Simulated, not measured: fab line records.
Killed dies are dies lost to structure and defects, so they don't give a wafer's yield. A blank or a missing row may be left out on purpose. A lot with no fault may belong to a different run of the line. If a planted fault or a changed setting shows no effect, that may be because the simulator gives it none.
What tool caused it? -- flow gf180mcu -- 11 lots with 33 wafers sampled at 5 steps, on a route of 602 steps

## WHAT THE GAUGES READ, wafer by wafer
GF_V5_THK_MEAS_03.
lot,measured,on,V5_CVD_02_THK (nm)
L206,day 26 06:29,film metro-03,1424 1436 1440
L208,day 26 20:04,film metro-02,1448 1455 1490
L209,day 27 05:42,film metro-02,1416 1436 1463
L212,day 28 01:58,film metro-03,1460 1473 1478
L214,day 28 16:24,film metro-02,1434 1468 1477
L216,day 29 18:55,film metro-01,1460 1457 1471
L217,day 30 00:50,film metro-03,1440 1405 1460
L224,day 31 12:59,film metro-03,1453 1467 1435
L226,day 32 02:40,film metro-02,1450 1468 1489
L228,day 32 16:31,film metro-02,1449 1467 1476
L229,day 33 01:49,film metro-02,1401 1431 1441

GF_V5_RS_MEAS_24: the measuring method here is four-point-probe.
lot,measured,on,V5_W_RS (ohm/sq)
L206,day 27 04:16,film metro-01,0.3286 0.3269 0.3233
L208,day 27 17:28,film metro-02,0.3273 0.3306 0.3287
L209,day 28 03:34,film metro-03,0.3330 0.3297 0.3316
L212,day 28 23:15,film metro-03,0.3293 0.3272 0.3295
L214,day 29 13:11,film metro-03,0.3254 0.3232 0.3262
L216,day 30 14:29,film metro-02,0.3825 0.3779 0.3826
L217,day 30 20:20,film metro-01,0.3853 0.3809 0.3838
L224,day 32 08:20,film metro-01,0.3272 0.3251 0.3309
L226,day 32 20:55,film metro-02,0.3278 0.3248 0.3249
L228,day 33 09:05,film metro-03,0.3277 0.3290 0.3295
L229,day 33 18:58,film metro-01,0.3302 0.3294 0.3274

GF_V5_THK_MEAS_25: measures by xrf.
lot,measured,on,V5_W_THK (nm)
L206,day 27 04:23,film metro-01,357 359 366
L208,day 27 17:35,film metro-02,356 353 354
L209,day 28 03:41,film metro-03,349 354 351
L212,day 28 23:22,film metro-03,353 355 351
L214,day 29 13:17,film metro-03,358 363 358
L216,day 30 14:37,film metro-02,307 310 308
L217,day 30 20:26,film metro-01,299 303 302
L224,day 32 08:26,film metro-01,355 354 350
L226,day 32 21:01,film metro-02,356 362 359
L228,day 33 09:12,film metro-03,357 353 352
L229,day 33 19:04,film metro-01,355 356 356

## WHAT TOOL EACH LOT RAN ON (gives the tool, then ch and the chambers of the sampled wafers, and finally the start)
lot,GF_M5_METAL_ETCH_10,GF_V5_CVD_23
L206,"rie metal-02 ch 0,1, day 26 05:36","cvd w-02 ch 0,1, day 27 04:08"
L208,"rie metal-02 ch 0,1, day 26 19:10","cvd w-01 ch 0,1, day 27 17:20"
L209,"rie metal-02 ch 0,1, day 27 04:48","cvd w-01 ch 0,1, day 28 03:26"
L212,"rie metal-01 ch 0,1, day 28 01:06","cvd w-01 ch 0,1, day 28 23:07"
L214,"rie metal-01 ch 0,1, day 28 15:34","cvd w-01 ch 0,1, day 29 13:04"
L216,"rie metal-03 ch 0,1, day 29 18:04","cvd w-01 ch 0,1, day 30 14:23"
L217,"rie metal-03 ch 0,1, day 29 23:55","cvd w-01 ch 0,1, day 30 20:12"
L224,"rie metal-02 ch 0,1, day 31 12:07","cvd w-02 ch 0,1, day 32 08:14"
L226,"rie metal-02 ch 0,1, day 32 01:45","cvd w-02 ch 0,1, day 32 20:47"
L228,"rie metal-02 ch 0,1, day 32 15:37","cvd w-02 ch 0,1, day 33 08:58"
L229,"rie metal-03 ch 0,1, day 33 00:34","cvd w-02 ch 0,1, day 33 18:51"
- GF_M5_METAL_ETCH_10: etches the open film in Cl2/BCl3, stops on SiO2, target depth 627.5 nm, time 104.6 s.
- GF_V5_CVD_23: deposits W, target thk 350 nm, time 104.9 s.

## AS READ BY THE TOOLS THEMSELVES (means over the sampled wafers that have a number; for cases with no such wafer, the mark the record gives instead)
GF_M5_METAL_ETCH_10.
lot,tool,drypump motor current A (A),oes product au (a.u.),rf fwd power W (W),throttle valve pct (%)
L206,rie metal-02,5.3,0.976,792.4,28.244
L208,rie metal-02,5.3,0.977,796.1,28.240
L209,rie metal-02,5.3,0.977,795.4,28.253
L212,rie metal-01,5.8,0.982,796.5,28.237
L214,rie metal-01,5.8,0.972,797.8,28.245
L216,rie metal-03,5.8,0.985,793.8,28.234
L217,rie metal-03,5.8,0.971,794.7,28.251
L224,rie metal-02,5.3,0.977,796.1,28.239
L226,rie metal-02,5.3,0.972,797.7,28.253
L228,rie metal-02,5.3,0.967,792.6,28.265
L229,rie metal-03,6.1,0.972,795.4,28.249

GF_V5_CVD_23.
lot,tool,chamber pressure Torr (Torr),heater power w (W)
L206,cvd w-02,40.00,937
L208,cvd w-01,39.96,871
L209,cvd w-01,39.98,873
L212,cvd w-01,40.07,898
L214,cvd w-01,40.03,901
L216,cvd w-01,29.75,867
L217,cvd w-01,29.76,875
L224,cvd w-02,40.04,959
L226,cvd w-02,39.97,901
L228,cvd w-02,40.01,950
L229,cvd w-02,40.05,944

## THE ANSWER, worked out from the rows above alone
Rule: usual is defined by the lots themselves. Put in order of their means at a reading, lots are off if they are a third of the lots or fewer, leave a main group of 4 or more, and stand apart from it by a gap of 3 or more times the standard deviation of the main group's means; of several such gaps the widest counts. A main group whose means are all the same, to the digits that the tables above print for the reading, isn't used. A lot without any number at a reading at which 4 lots or more have one is off too. Any other lot the step has rows for is counted as sound. First the gauges in route order, then the tools' own readings, where a lot's mean is used as printed above. At the first step where some lot is off, the reading lying furthest off is the one used; lots without a number count as furthest.
Off: L216, L217, seen at GF_V5_RS_MEAS_24 (V5_W_RS). The main group: mean 0.3279 ohm/sq, standard deviation 0.0019.
If a tool, at a process step before that reading, ran all the lots that are off and no sound lot after the first of them, it fits. The gauges at GF_V5_RS_MEAS_24 aren't tried: what is off there is off at GF_V5_CVD_23 too, on other tools, and a gauge's error can't cause that. One fits: cvd w-01 at GF_V5_CVD_23. Its last sound lot is L214 (day 29 13:04), its first lot that is off L216 (day 30 14:23): a fault that began between those two fits.
On the lots that are off, the tool's own readings at GF_V5_CVD_23 differ by more than 5 times the standard deviation of the sound lots' means, which bears it out; chamber pressure Torr reads 29.76 Torr there versus 40.01 Torr on the sound lots.

## WHAT THE SIMULATOR HAD PUT IN
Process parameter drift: cvd w-01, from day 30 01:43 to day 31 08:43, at GF_V5_CVD_23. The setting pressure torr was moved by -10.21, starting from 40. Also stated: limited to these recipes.
Shown lots that were struck: L216, L217. The rule given above showed the same thing.
